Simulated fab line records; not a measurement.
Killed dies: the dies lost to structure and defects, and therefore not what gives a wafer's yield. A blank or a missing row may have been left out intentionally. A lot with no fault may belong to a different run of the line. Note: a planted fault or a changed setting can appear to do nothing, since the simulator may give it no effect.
Which tool was responsible? -- flow sky130 -- 13 lots, 39 wafers sampled, at 6 steps of a route of 708

== WHAT EACH GAUGE READ, for each wafer ==
SKY_VT_ADJUST_LVTN_OVL_MEAS_18.
lot,measured,on,VT_ADJUST_LVTN_01_OVL (nm)
L853,day 7 22:49,overlay-02,-2.2 -0.6 -1.8
L854,day 8 03:25,overlay-02,0.1 -0.7 -1.3
L856,day 8 19:18,overlay-01,-1.5 -1.9 -1.1
L857,day 9 04:47,overlay-02,0.0 -2.1 -1.5
L858,day 9 07:53,overlay-01,0.7 -0.3 -0.6
L859,day 9 16:49,overlay-02,0.0 -0.2 -1.0
L862,day 10 09:52,overlay-02,-1.4 -1.7 -0.3
L865,day 11 08:09,overlay-02,-0.7 0.0 -2.1
L870,day 13 02:07,overlay-02,-1.1 -2.4 -1.9
L871,day 13 04:40,overlay-01,0.2 -1.9 1.9
L872,day 13 08:21,overlay-02,0.5 0.8 -0.4
L873,day 13 19:29,overlay-01,-2.7 -0.4 -2.0
L874,day 14 01:11,overlay-02,-0.9 -1.3 0.1

SKY_VT_ADJUST_PCH_OVL_MEAS_07.
lot,measured,on,VT_ADJUST_PCH_OVL (nm)
L853,day 10 17:49,overlay-01,-1.5 -1.1 -1.1
L854,day 10 21:58,overlay-02,0.1 -2.9 0.3
L856,day 11 16:07,overlay-01,0.7 0.9 0.8
L857,day 12 01:07,overlay-01,-2.7 -0.9 -0.3
L858,day 12 06:38,overlay-02,-0.1 0.0 -1.8
L859,day 12 14:55,overlay-01,-0.3 -0.3 -1.0
L862,day 13 08:31,overlay-01,- - -
L865,day 14 09:04,overlay-02,-2.0 -0.6 -0.5
L870,day 16 07:20,overlay-02,0.4 -1.6 -0.1
L871,day 16 11:31,overlay-01,1.0 0.7 -0.5
L872,day 16 16:07,overlay-02,-1.0 -0.2 0.5
L873,day 17 05:35,overlay-01,0.9 0.1 0.7
L874,day 17 10:40,overlay-02,0.5 2.4 2.0

SKY_VT_ADJUST_PCH_TW_MEAS_10.
lot,measured,on,VT_ADJUST_PCH_TW
L853,day 10 18:07,film_metro-02,144.8 144.3 145.1
L854,day 10 22:16,film_metro-01,141.5 141.8 141.8
L856,day 11 16:24,film_metro-04,141.7 141.8 141.7
L857,day 12 01:25,film_metro-04,142.7 141.4 141.7
L858,day 12 06:55,film_metro-01,142.1 141.5 142.3
L859,day 12 15:13,film_metro-04,141.9 142.3 142.3
L862,day 13 08:49,film_metro-02,30.5 30.3 30.2
L865,day 14 09:22,film_metro-04,141.3 141.5 140.7
L870,day 16 07:38,film_metro-04,141.4 140.7 141.5
L871,day 16 11:48,film_metro-01,143.8 142.9 143.5
L872,day 16 16:24,film_metro-01,143.7 144.0 144.2
L873,day 17 05:53,film_metro-01,144.5 144.2 143.9
L874,day 17 10:58,film_metro-01,144.2 143.8 143.2

SKY_SONOS_TUNNEL_TW_MEAS_12.
lot,measured,on,SONOS_TUNNEL_TW
L853,day 11 17:39,film_metro-02,197.6 198.5 199.1
L854,day 11 21:37,film_metro-01,197.2 196.9 198.9
L856,day 12 16:41,film_metro-01,196.0 196.3 195.4
L857,day 13 02:25,film_metro-02,200.1 199.4 198.8
L858,day 13 07:31,film_metro-03,200.9 200.9 201.8
L859,day 13 15:59,film_metro-01,197.7 197.3 197.6
L862,day 14 10:42,film_metro-03,216.5 215.6 216.5
L865,day 15 12:10,film_metro-01,199.3 198.4 198.2
L870,day 17 12:43,film_metro-03,200.2 200.3 199.6
L871,day 17 16:11,film_metro-02,200.2 200.4 199.1
L872,day 17 21:28,film_metro-01,198.6 198.1 199.5
L873,day 18 11:35,film_metro-01,200.4 199.2 198.6
L874,day 18 16:16,film_metro-03,200.6 201.7 202.3

SKY_SONOS_ONO_THK_MEAS_03.
lot,measured,on,SONOS_ONO_CVD_02_THK (nm)
L853,day 11 22:16,film_metro-02,10.27 10.34 10.32
L854,day 12 01:49,film_metro-04,10.24 10.24 10.17
L856,day 12 21:48,film_metro-04,10.36 10.47 10.39
L857,day 13 11:26,film_metro-02,10.72 10.66 10.72
L858,day 13 16:44,film_metro-02,10.42 10.53 10.34
L859,day 13 20:43,film_metro-02,10.42 10.46 10.47
L862,day 14 13:37,film_metro-03,10.43 10.36 10.49
L865,day 15 18:14,film_metro-03,10.62 10.54 10.62
L870,day 17 16:59,film_metro-04,10.29 10.30 10.28
L871,day 18 03:05,film_metro-03,10.35 10.36 10.35
L872,day 18 03:04,film_metro-04,10.42 10.59 10.62
L873,day 18 14:39,film_metro-03,10.46 10.55 10.55
L874,day 18 19:35,film_metro-04,10.55 10.36 10.25

== WHAT TOOL EACH LOT RAN ON (gives the tool, then ch and the chambers of the sampled wafers, and finally the start) ==
lot,SKY_VT_ADJUST_PCH_EXPOSE_04
L853,"iline_stepper-01 ch 0, day 10 05:43"
L854,"iline_stepper-01 ch 0, day 10 10:31"
L856,"iline_stepper-01 ch 0, day 11 04:35"
L857,"iline_stepper-01 ch 0, day 11 13:41"
L858,"iline_stepper-02 ch 0, day 11 19:25"
L859,"iline_stepper-01 ch 0, day 12 03:06"
L862,"iline_stepper-02 ch 0, day 12 21:26"
L865,"iline_stepper-02 ch 0, day 13 20:07"
L870,"iline_stepper-02 ch 0, day 15 17:53"
L871,"iline_stepper-02 ch 0, day 15 22:23"
L872,"iline_stepper-01 ch 0, day 16 02:36"
L873,"iline_stepper-02 ch 0, day 16 15:41"
L874,"iline_stepper-02 ch 0, day 16 20:36"
- SKY_VT_ADJUST_PCH_EXPOSE_04: exposes mask NWM, target cd 840 nm.

== WHAT THE TOOLS THEMSELVES READ (means of the sampled wafers that have a number; where no wafer has one, the mark that the record gives instead) ==
The record holds no such reading with a usual standard deviation.

== THE ANSWER, worked out from the rows above alone ==
Rule: usual is defined by the lots themselves. The widest of any qualifying gaps counts: lots, ordered by their means at a reading, are off when they make up no more than a third of the lots, leave a main group of 4 or more, and stand apart from it by 3 or more times the standard deviation of that group's means. A main group is skipped when, at the precision printed for the reading in the tables above, its means are all equal. A lot without any number at a reading at which 4 lots or more have one is off too. Any other lot the step has rows for is counted as sound. After the gauges, taken in route order, come the tools' own readings; for these a lot's mean is taken, as printed above. The first step at which some lot is off is used, and at that step the reading that is off furthest; a lot without a number counts as furthest.
Off: at SKY_VT_ADJUST_PCH_OVL_MEAS_07 (VT_ADJUST_PCH_OVL), L862. Without a number there: L862. Mean -0.2 nm and standard deviation 0.87 in the main group.
A tool fits if, at a process step before that reading, it ran every lot that is off, and no sound lot after the first of them. The gauges at SKY_VT_ADJUST_PCH_OVL_MEAS_07 aren't tried: what is off there is off at SKY_VT_ADJUST_PCH_TW_MEAS_10 too, on other tools, and a gauge's error can't cause that. No candidate that was tried fits.

== WHAT THE SIMULATOR PUT IN ==
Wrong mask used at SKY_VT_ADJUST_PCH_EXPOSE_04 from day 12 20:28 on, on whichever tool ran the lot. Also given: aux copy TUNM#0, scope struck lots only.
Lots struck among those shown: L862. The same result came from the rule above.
